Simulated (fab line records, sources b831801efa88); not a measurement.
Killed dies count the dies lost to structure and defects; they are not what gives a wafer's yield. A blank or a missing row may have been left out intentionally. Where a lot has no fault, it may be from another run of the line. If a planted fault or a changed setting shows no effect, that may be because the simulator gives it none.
A struck lot beside a sound one + flow sky130 + 19 steps out of a route of 708
Sound: the wafers L964.3, L964.4, L964.6. Struck: wafer L955.1 (left out: L955.3, L955.6 of the same lot, which were not struck); the cause appears at the end.
Each step with rows lists, per side, the tool, then ch with its chambers, then its first start. Under that, the readings that differ: sound wafers + struck wafers + difference of the means + sigmas: that difference in standard deviations of wafers without a fault.
alike: readings with means less than 2 such deviations apart, plus words and numbers identical on both sides. not compared: withheld readings, readings lacking a value on some wafer, bounds such as >300 that could conceal the same value, and numbers that have no deviation in the record and whose values overlap.
A row with sigmas, a row that says differs or no value, or rows on one side alone: a step with any of these is where the two part. Numbers that have no deviation but don't overlap get no sigmas and don't part them. A reading that every wafer of one side lacks parts them only if that side has two wafers or more.

SKY_METAL4_STRIP_19: strips in O2/N2.
  sound on plasma-asher-01 ch 0,1, day 45 19:10; struck on plasma-asher-01 ch 1, day 42 21:58
| reading                | sound | struck | difference                   | sigmas |
|------------------------|-------|--------|------------------------------|--------|
| rf-hours-counter-h (h) | - - - | 26     | no value on the sound wafers |        |
  alike: drypump-motor-current-A, oes-product-au, strip-time-to-endpoint-s
then, 4 steps without rows for these wafers: SKY_METAL4_STRIP_20 (strips in post etch residue remover, time 1200 s); SKY_METAL4_CLEAN_21 (cleans in IPA, time 180 s); SKY_METAL4_CLEAN_22 (cleans in O3/DIW); SKY_VIA4_HDPCVD_00 (deposits SiO2, target thk 1750 nm, time 291.7 s).
SKY_VIA4_THK_MEAS_01:
  sound on film-metro-03, day 45 19:56; struck on film-metro-03, day 42 22:52
  alike: VIA4_HDPCVD_THK
SKY_VIA4_CMP_02: polishes SiO2.
  sound on cmp-02 ch 0,1,3, day 45 20:04; struck on cmp-01 ch 0, day 42 22:55
  alike: edge-zone-pressure-frac, motor-current-A, platen-rpm
SKY_VIA4_BOW_MEAS_03:
  sound on film-metro-03, day 45 20:19; struck on film-metro-02, day 42 23:13
  alike: VIA4_BOW
then, 4 steps without rows for these wafers: SKY_VIA4_DEHYDRATE_04 (time 60 s); SKY_VIA4_HMDS_05 (prime time 60 s); SKY_VIA4_COAT_06 (resist thk 1140 nm); SKY_VIA4_SOFTBAKE_07 (time 60 s).
SKY_VIA4_EXPOSE_08: exposes mask VIM4, target cd 800 nm.
  sound on iline-stepper-02 ch 0, day 46 07:59; struck on iline-stepper-01 ch 0, day 43 11:40
  alike: mask
then, 2 steps without rows for these wafers: SKY_VIA4_PEB_09; SKY_VIA4_DEVELOP_10 (develop time 60 s).
SKY_VIA4_OVL_MEAS_11:
  sound on overlay-01, day 46 17:13; struck on overlay-01, day 43 21:59
  alike: VIA4_OVL
SKY_VIA4_ETCH_12: etches SiO2 in C4F8/O2/Ar, stops on TiN, target depth 580 nm.
  sound on rie-diel-02 ch 0,1,3, day 46 17:14; struck on rie-diel-03 ch 2, day 43 22:01
| reading               | sound             | struck | difference | sigmas |
|-----------------------|-------------------|--------|------------|--------|
| model.VIA4.cd-nm (nm) | 802.9 806.2 803.1 | 853.4  | +49.3      |        |
  alike: oes-product-au
SKY_VIA4_STRIP_13: strips in O2/N2.
  sound on plasma-asher-04 ch 0,1, day 46 17:20; struck on plasma-asher-04 ch 0, day 43 22:06
| reading                | sound | struck | difference                   | sigmas |
|------------------------|-------|--------|------------------------------|--------|
| rf-hours-counter-h (h) | - - - | 89     | no value on the sound wafers |        |
  alike: drypump-motor-current-A, oes-product-au, strip-time-to-endpoint-s
-- the record jumps here: 3 days lie between the struck wafers' starts before and after (it left off in module VIA4 and takes up again in module PAD_OPEN, whose first step shown is number 708 of the route) --
SKY_PAD_OPEN_PROBE_99:
  sound on prober-02, day 49 08:59; struck on prober-01, day 46 19:29
| reading                       | sound                | struck | difference | sigmas |
|-------------------------------|----------------------|--------|------------|--------|
| model.etest.via4-chain.rc-ohm | 0.7819 0.7825 0.7667 | 0.7082 | -0.0688    |        |
  alike: defect-limited-yield, killed_at_M0_to_M3, killed_at_M4_up, killed-at-contacts, killed-at-front-end, killed-at-other, killed-dies, killed-open, killed-short, sort_bin_3_pad_short, sort_bin_5_function, sort_bin_6_memory, sort-n-pass, sort-yield-pct

== WHERE THEY PART ==
First at SKY_METAL4_STRIP_19; last, within this record, at SKY_VIA4_STRIP_13. Later steps at which nothing parts them and some readings are alike: SKY_PAD_OPEN_PROBE_99.

WHY: what the simulator had put in
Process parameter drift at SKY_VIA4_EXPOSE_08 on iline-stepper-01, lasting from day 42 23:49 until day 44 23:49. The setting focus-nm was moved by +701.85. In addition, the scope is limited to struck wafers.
